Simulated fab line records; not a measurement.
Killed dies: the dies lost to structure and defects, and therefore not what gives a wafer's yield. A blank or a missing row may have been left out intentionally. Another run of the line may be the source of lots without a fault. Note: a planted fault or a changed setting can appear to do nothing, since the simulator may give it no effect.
The tool behind it: which one? + flow sfq line + 18 wafers from 6 lots sampled at 2 of the route's 325 steps

## WHAT THE GAUGES READ, wafer by wafer
SFQ_M6_RS_MEAS_938: a four-point-probe measurement.
| lot  | measured     | on            | M6_NB_RS (ohm/sq)                   |
|------|--------------|---------------|-------------------------------------|
| L174 | day 53 19:53 | film metro-02 | 0.901 0.894 0.899                   |
| L177 | day 55 11:50 | film metro-03 | 0.878 0.902 0.907                   |
| L181 | day 56 08:21 | film metro-03 | 0.898 0.893 0.880                   |
| L185 | day 60 05:45 | film metro-04 | 0.879 0.895 0.892                   |
| L190 | day 61 02:05 | film metro-03 | 0.894 0.910 0.901                   |
| L194 | day 63 13:34 | film metro-03 | 0.888 1.089 0.884 0.892 1.088 0.884 |

## TOOL THAT RAN EACH LOT (tool first, then ch and the chambers of the sampled wafers, then the start)
| lot  | SFQ_TRILAYER_M6_DEP_SPUTTER_157 |
|------|---------------------------------|
| L174 | pvd sputter-06, day 53 19:44    |
| L177 | pvd sputter-05, day 55 11:45    |
| L181 | pvd sputter-03, day 56 08:16    |
| L185 | pvd sputter-06, day 60 05:40    |
| L190 | pvd sputter-05, day 61 01:59    |
| L194 | pvd sputter-03, day 63 13:29    |
- SFQ_TRILAYER_M6_DEP_SPUTTER_157: material Nb, target thk 200 nm, time 133.3 s.

## THE ANSWER, worked out from the rows above alone
Rule: what is usual is taken from the lots themselves. The widest of any qualifying gaps counts: lots, ordered by their means at a reading, are off when they make up no more than a third of the lots, leave a main group of 4 or more, and stand apart from it by 3 or more times the standard deviation of that group's means. Not used: any main group whose means are identical at the precision the tables above print for the reading. A lot without any number at a reading at which 4 lots or more have one is off too. The other lots that the step has rows for count as sound.
Off: L194, at SFQ_M6_RS_MEAS_938 (M6_NB_RS). The main group: mean 0.895 ohm/sq, standard deviation 0.0048.
A tool fits if, at a process step before that reading, it ran every lot that is off, and no sound lot after the first of them. Gauges at SFQ_M6_RS_MEAS_938: tried the same way as those tools. This does not decide it: 2 tools fit, namely pvd sputter-03 at SFQ_TRILAYER_M6_DEP_SPUTTER_157 and film metro-03 at SFQ_M6_RS_MEAS_938.

## WHAT THE SIMULATOR HAD PUT IN
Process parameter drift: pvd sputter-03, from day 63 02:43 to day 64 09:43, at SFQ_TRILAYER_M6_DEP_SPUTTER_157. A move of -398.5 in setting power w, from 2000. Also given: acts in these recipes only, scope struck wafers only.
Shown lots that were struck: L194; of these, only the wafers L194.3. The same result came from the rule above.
